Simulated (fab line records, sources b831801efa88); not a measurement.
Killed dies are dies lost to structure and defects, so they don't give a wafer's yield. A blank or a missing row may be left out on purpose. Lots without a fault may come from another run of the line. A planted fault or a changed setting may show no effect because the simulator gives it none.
Tool commonality check | flow gf180mcu | 12 lots, 36 wafers sampled

WHY IT WAS OPENED
At GF_TOP_METAL_CD_MEAS_14 the reading cd_nm is flagged on 2 of 12 lots. Wafers without a fault read 440.4 nm, standard deviation 2.4.
Rule: a lot is flagged when every wafer of it that has a number lies more than 4 standard deviations from that mean, or none has a number. The other lots count as sound.

lot  | measured     | on        | cd_nm (nm), wafer by wafer | flag
L878 | day 28 18:44 | cd_sem-01 | 440.9 441.0 440.5          |
L879 | day 29 00:43 | cd_sem-02 | 442.8 443.1 440.8          |
L880 | day 29 08:07 | cd_sem-01 | 441.9 443.8 443.3          |
L882 | day 30 02:10 | cd_sem-01 | 440.2 440.3 438.7          |
L883 | day 30 11:08 | cd_sem-02 | 442.5 441.8 442.6          |
L884 | day 30 12:49 | cd_sem-01 | 439.4 440.0 435.3          |
L885 | day 30 16:58 | cd_sem-01 | 438.2 440.0 439.2          |
L886 | day 31 05:55 | cd_sem-02 | 440.3 439.2 438.2          |
L887 | day 31 08:55 | cd_sem-02 | 441.5 441.7 440.4          |
L891 | day 32 19:55 | cd_sem-02 | 437.0 436.7 436.1          |
L898 | day 34 01:43 | cd_sem-01 | 466.3 466.9 467.2          | FLAGGED
L899 | day 34 05:53 | cd_sem-01 | 460.9 462.2 463.3          | FLAGGED
The numbers of the flagged lots are 464.5 nm on average: +24.1 nm against the usual, or +10 standard deviations.

WHICH TOOL RAN EACH LOT
The record holds 2 process steps before the reading, out of a route of 602 steps. In each cell: the tool, then ch and the chambers that the sampled wafers went through, then the start.
lot  | flag    | GF_V5_CMP_04                  | GF_TOP_METAL_COAT_09
L878 |         | cmp-02 ch 0,1,2, day 27 01:16 | litho_track-02 ch 0, day 28 09:04
L879 |         | cmp-02 ch 0,1,3, day 27 07:02 | litho_track-02 ch 0, day 28 15:16
L880 |         | cmp-01 ch 1,3, day 27 16:12   | litho_track-02 ch 0, day 28 23:13
L882 |         | cmp-01 ch 2,3, day 28 11:29   | litho_track-02 ch 0, day 29 17:13
L883 |         | cmp-01 ch 0,2, day 28 18:41   | litho_track-02 ch 0, day 30 00:46
L884 |         | cmp-02 ch 0,2, day 28 22:19   | litho_track-03 ch 0, day 30 03:14
L885 |         | cmp-02 ch 1,3, day 29 01:37   | litho_track-02 ch 0, day 30 08:28
L886 |         | cmp-02 ch 0,2,3, day 29 15:39 | litho_track-02 ch 0, day 30 20:10
L887 |         | cmp-02 ch 0,1,2, day 29 18:49 | litho_track-04 ch 0, day 30 23:46
L891 |         | cmp-01 ch 0,2,3, day 31 08:41 | litho_track-02 ch 0, day 32 11:28
L898 | FLAGGED | cmp-01 ch 0,1,3, day 32 16:33 | litho_track-02 ch 0, day 33 18:22
L899 | FLAGGED | cmp-02 ch 0,1,3, day 32 21:01 | litho_track-02 ch 0, day 33 21:46
What these steps do:
- GF_V5_CMP_04: polishes SiO2.
- GF_TOP_METAL_COAT_09: resist thk 1500 nm.
- GF_TOP_METAL_CD_MEAS_14: target cd 440 nm.

FLAGGED OVER TOTAL, TOOL BY TOOL (the gauges that took the reading come last)
step                    | tool           | lots run | flagged | share of the flagged lots | sound lots run after its first flagged lot
GF_V5_CMP_04            | cmp-01         | 5        | 1       | some                      | 0
GF_V5_CMP_04            | cmp-02         | 7        | 1       | some                      | 0
GF_TOP_METAL_COAT_09    | litho_track-02 | 10       | 2       | all                       | 0
GF_TOP_METAL_COAT_09    | litho_track-03 | 1        | 0       | none                      | -
GF_TOP_METAL_COAT_09    | litho_track-04 | 1        | 0       | none                      | -
GF_TOP_METAL_CD_MEAS_14 | cd_sem-01      | 7        | 2       | all                       | 0
GF_TOP_METAL_CD_MEAS_14 | cd_sem-02      | 5        | 0       | none                      | -

WHAT THE TABLE ALLOWS
2 rows of the table ran every flagged lot: litho_track-02 at GF_TOP_METAL_COAT_09, cd_sem-01 at GF_TOP_METAL_CD_MEAS_14.
- litho_track-02 at GF_TOP_METAL_COAT_09: 2 of its 10 lots flagged. Its last sound lot is L891 (day 32 11:28), its first flagged lot L898 (day 33 18:22): a fault that began between those two fits.
- cd_sem-01 at GF_TOP_METAL_CD_MEAS_14: 2 of its 7 lots flagged. Its last sound lot is L885 (day 30 16:58), its first flagged lot L898 (day 34 01:43): a fault that began between those two fits.
Counting lots can't tell these 2 tools apart, because each fits a fault that began at some hour. More lots, or a look at what each step does to the wafer, might.

WHAT THE SIMULATOR HAD PUT IN
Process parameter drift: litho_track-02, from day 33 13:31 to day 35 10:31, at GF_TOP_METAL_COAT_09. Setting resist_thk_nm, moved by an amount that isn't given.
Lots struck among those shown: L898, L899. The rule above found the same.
